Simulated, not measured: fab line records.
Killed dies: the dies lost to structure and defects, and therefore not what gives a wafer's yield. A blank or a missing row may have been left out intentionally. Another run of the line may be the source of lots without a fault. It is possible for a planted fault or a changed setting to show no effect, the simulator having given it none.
Which of the tools did it? / flow gf180mcu / 15 lots, 45 wafers sampled, at 4 steps of a route of 602

WHAT EACH GAUGE READ, for each wafer
GF_V3_THK_MEAS_01.
lot=L898; measured=day 22 05:05; on=film_metro-02; V3_CVD_00_THK (nm)=615 587 595
lot=L899; measured=day 22 15:52; on=film_metro-02; V3_CVD_00_THK (nm)=590 602 592
lot=L901; measured=day 23 03:41; on=film_metro-03; V3_CVD_00_THK (nm)=600 609 602
lot=L902; measured=day 23 20:47; on=film_metro-01; V3_CVD_00_THK (nm)=612 605 614
lot=L903; measured=day 24 05:07; on=film_metro-03; V3_CVD_00_THK (nm)=596 608 607
lot=L909; measured=day 25 18:52; on=film_metro-03; V3_CVD_00_THK (nm)=598 599 601
lot=L910; measured=day 26 02:05; on=film_metro-02; V3_CVD_00_THK (nm)=611 605 609
lot=L911; measured=day 26 10:11; on=film_metro-01; V3_CVD_00_THK (nm)=606 605 604
lot=L913; measured=day 27 10:49; on=film_metro-01; V3_CVD_00_THK (nm)=586 608 589
lot=L914; measured=day 27 12:23; on=film_metro-01; V3_CVD_00_THK (nm)=580 607 583
lot=L916; measured=day 28 02:07; on=film_metro-01; V3_CVD_00_THK (nm)=606 599 600
lot=L917; measured=day 28 10:44; on=film_metro-02; V3_CVD_00_THK (nm)=594 604 598
lot=L918; measured=day 28 16:07; on=film_metro-03; V3_CVD_00_THK (nm)=599 595 599
lot=L919; measured=day 29 03:19; on=film_metro-03; V3_CVD_00_THK (nm)=589 616 588
lot=L921; measured=day 29 12:17; on=film_metro-02; V3_CVD_00_THK (nm)=606 604 606

GF_V3_BOW_MEAS_05.
lot=L898; measured=day 22 05:35; on=film_metro-01; V3_BOW (um)=111 105 115
lot=L899; measured=day 22 16:22; on=film_metro-03; V3_BOW (um)=123 119 112
lot=L901; measured=day 23 04:11; on=film_metro-02; V3_BOW (um)=119 116 112
lot=L902; measured=day 23 21:16; on=film_metro-03; V3_BOW (um)=111 111 118
lot=L903; measured=day 24 05:37; on=film_metro-03; V3_BOW (um)=112 120 127
lot=L909; measured=day 25 19:22; on=film_metro-03; V3_BOW (um)=132 120 122
lot=L910; measured=day 26 02:34; on=film_metro-01; V3_BOW (um)=116 119 117
lot=L911; measured=day 26 10:41; on=film_metro-03; V3_BOW (um)=121 122 110
lot=L913; measured=day 27 11:19; on=film_metro-01; V3_BOW (um)=110 120 122
lot=L914; measured=day 27 12:52; on=film_metro-03; V3_BOW (um)=123 109 127
lot=L916; measured=day 28 02:37; on=film_metro-01; V3_BOW (um)=115 130 110
lot=L917; measured=day 28 11:14; on=film_metro-03; V3_BOW (um)=117 116 110
lot=L918; measured=day 28 16:36; on=film_metro-02; V3_BOW (um)=108 124 133
lot=L919; measured=day 29 03:49; on=film_metro-03; V3_BOW (um)=108 114 114
lot=L921; measured=day 29 12:49; on=film_metro-01; V3_BOW (um)=128 124 130

GF_V4_CD_MEAS_14 targets a cd of 260 nm.
lot=L898; measured=day 25 05:21; on=cd_sem-02; cd_nm (nm)=261.6 260.9 261.8
lot=L899; measured=day 25 14:20; on=cd_sem-01; cd_nm (nm)=259.9 260.8 258.7
lot=L901; measured=day 26 02:23; on=cd_sem-02; cd_nm (nm)=- - -
lot=L902; measured=day 26 17:53; on=cd_sem-01; cd_nm (nm)=- - -
lot=L903; measured=day 27 02:43; on=cd_sem-02; cd_nm (nm)=- - -
lot=L909; measured=day 28 13:41; on=cd_sem-02; cd_nm (nm)=260.9 258.6 260.9
lot=L910; measured=day 28 19:16; on=cd_sem-01; cd_nm (nm)=260.1 259.3 259.7
lot=L911; measured=day 29 03:02; on=cd_sem-02; cd_nm (nm)=259.6 259.4 259.6
lot=L913; measured=day 30 02:52; on=cd_sem-01; cd_nm (nm)=259.0 258.6 260.8
lot=L914; measured=day 30 03:31; on=cd_sem-02; cd_nm (nm)=259.4 259.4 259.4
lot=L916; measured=day 30 15:48; on=cd_sem-02; cd_nm (nm)=257.6 257.6 259.1
lot=L917; measured=day 30 23:38; on=cd_sem-02; cd_nm (nm)=260.4 259.8 260.6
lot=L918; measured=day 31 04:32; on=cd_sem-02; cd_nm (nm)=258.9 259.4 258.1
lot=L919; measured=day 31 15:56; on=cd_sem-02; cd_nm (nm)=261.5 261.1 260.6
lot=L921; measured=day 31 23:58; on=cd_sem-02; cd_nm (nm)=258.6 258.4 258.4

TOOL THAT RAN EACH LOT (tool first, then ch and the chambers of the sampled wafers, then the start)
lot=L898; GF_V4_PEB_12=litho_track-02 ch 0, day 25 05:02
lot=L899; GF_V4_PEB_12=litho_track-02 ch 0, day 25 13:59
lot=L901; GF_V4_PEB_12=litho_track-02, day 26 02:02
lot=L902; GF_V4_PEB_12=litho_track-03, day 26 17:32
lot=L903; GF_V4_PEB_12=litho_track-04, day 27 02:23
lot=L909; GF_V4_PEB_12=litho_track-03 ch 0, day 28 13:20
lot=L910; GF_V4_PEB_12=litho_track-04 ch 0, day 28 18:56
lot=L911; GF_V4_PEB_12=litho_track-02 ch 0, day 29 02:41
lot=L913; GF_V4_PEB_12=litho_track-02 ch 0, day 30 02:31
lot=L914; GF_V4_PEB_12=litho_track-02 ch 0, day 30 03:10
lot=L916; GF_V4_PEB_12=litho_track-02 ch 0, day 30 15:29
lot=L917; GF_V4_PEB_12=litho_track-02 ch 0, day 30 23:17
lot=L918; GF_V4_PEB_12=litho_track-03 ch 0, day 31 04:11
lot=L919; GF_V4_PEB_12=litho_track-02 ch 0, day 31 15:35
lot=L921; GF_V4_PEB_12=litho_track-04 ch 0, day 31 23:39
- GF_V4_PEB_12: peb time 90 s.

AS READ BY THE TOOLS THEMSELVES (means over the sampled wafers that have a number; for cases with no such wafer, the mark the record gives instead)
GF_V4_PEB_12.
lot=L898; tool=litho_track-02; chill_plate_temp_C (C)=22.88; exhaust_pa (Pa)=46.2; heater_power_total_W (W)=85.65
lot=L899; tool=litho_track-02; chill_plate_temp_C (C)=22.93; exhaust_pa (Pa)=45.2; heater_power_total_W (W)=85.63
lot=L901; tool=litho_track-02; chill_plate_temp_C (C)=-; exhaust_pa (Pa)=-; heater_power_total_W (W)=-
lot=L902; tool=litho_track-03; chill_plate_temp_C (C)=-; exhaust_pa (Pa)=-; heater_power_total_W (W)=-
lot=L903; tool=litho_track-04; chill_plate_temp_C (C)=-; exhaust_pa (Pa)=-; heater_power_total_W (W)=-
lot=L909; tool=litho_track-03; chill_plate_temp_C (C)=23.15; exhaust_pa (Pa)=45.4; heater_power_total_W (W)=85.66
lot=L910; tool=litho_track-04; chill_plate_temp_C (C)=23.00; exhaust_pa (Pa)=46.1; heater_power_total_W (W)=85.65
lot=L911; tool=litho_track-02; chill_plate_temp_C (C)=22.87; exhaust_pa (Pa)=45.8; heater_power_total_W (W)=85.81
lot=L913; tool=litho_track-02; chill_plate_temp_C (C)=23.00; exhaust_pa (Pa)=45.8; heater_power_total_W (W)=85.80
lot=L914; tool=litho_track-02; chill_plate_temp_C (C)=23.06; exhaust_pa (Pa)=44.3; heater_power_total_W (W)=85.70
lot=L916; tool=litho_track-02; chill_plate_temp_C (C)=22.93; exhaust_pa (Pa)=45.0; heater_power_total_W (W)=85.71
lot=L917; tool=litho_track-02; chill_plate_temp_C (C)=22.91; exhaust_pa (Pa)=45.5; heater_power_total_W (W)=85.73
lot=L918; tool=litho_track-03; chill_plate_temp_C (C)=23.06; exhaust_pa (Pa)=45.4; heater_power_total_W (W)=85.63
lot=L919; tool=litho_track-02; chill_plate_temp_C (C)=23.08; exhaust_pa (Pa)=45.4; heater_power_total_W (W)=85.62
lot=L921; tool=litho_track-04; chill_plate_temp_C (C)=23.00; exhaust_pa (Pa)=44.3; heater_power_total_W (W)=85.65

THE ANSWER, worked out from the rows above alone
Rule: usual is defined by the lots themselves. Put in order of their means at a reading, lots are off if they are a third of the lots or fewer, leave a main group of 4 or more, and stand apart from it by a gap of 3 or more times the standard deviation of the main group's means; of several such gaps the widest counts. Not used: any main group whose means are identical at the precision the tables above print for the reading. A lot without any number at a reading at which 4 lots or more have one is off too. Where the step has rows for the other lots, those lots are counted as sound. First the gauges in route order, then the tools' own readings, where a lot's mean is used as printed above. At the first step where some lot is off, the reading lying furthest off is the one used; lots without a number count as furthest.
Off, at GF_V4_CD_MEAS_14 on cd_nm: L901, L902, L903. Without a number there: L901, L902, L903. For the main group the mean is 259.7 nm and the standard deviation 0.93.
If a tool, at a process step before that reading, ran all the lots that are off and no sound lot after the first of them, it fits. The gauges at GF_V4_CD_MEAS_14 aren't tried: what is off there is off at GF_V4_PEB_12 too, on other tools, and a gauge's error can't cause that. None of those tried fits.

WHAT THE SIMULATOR PUT IN
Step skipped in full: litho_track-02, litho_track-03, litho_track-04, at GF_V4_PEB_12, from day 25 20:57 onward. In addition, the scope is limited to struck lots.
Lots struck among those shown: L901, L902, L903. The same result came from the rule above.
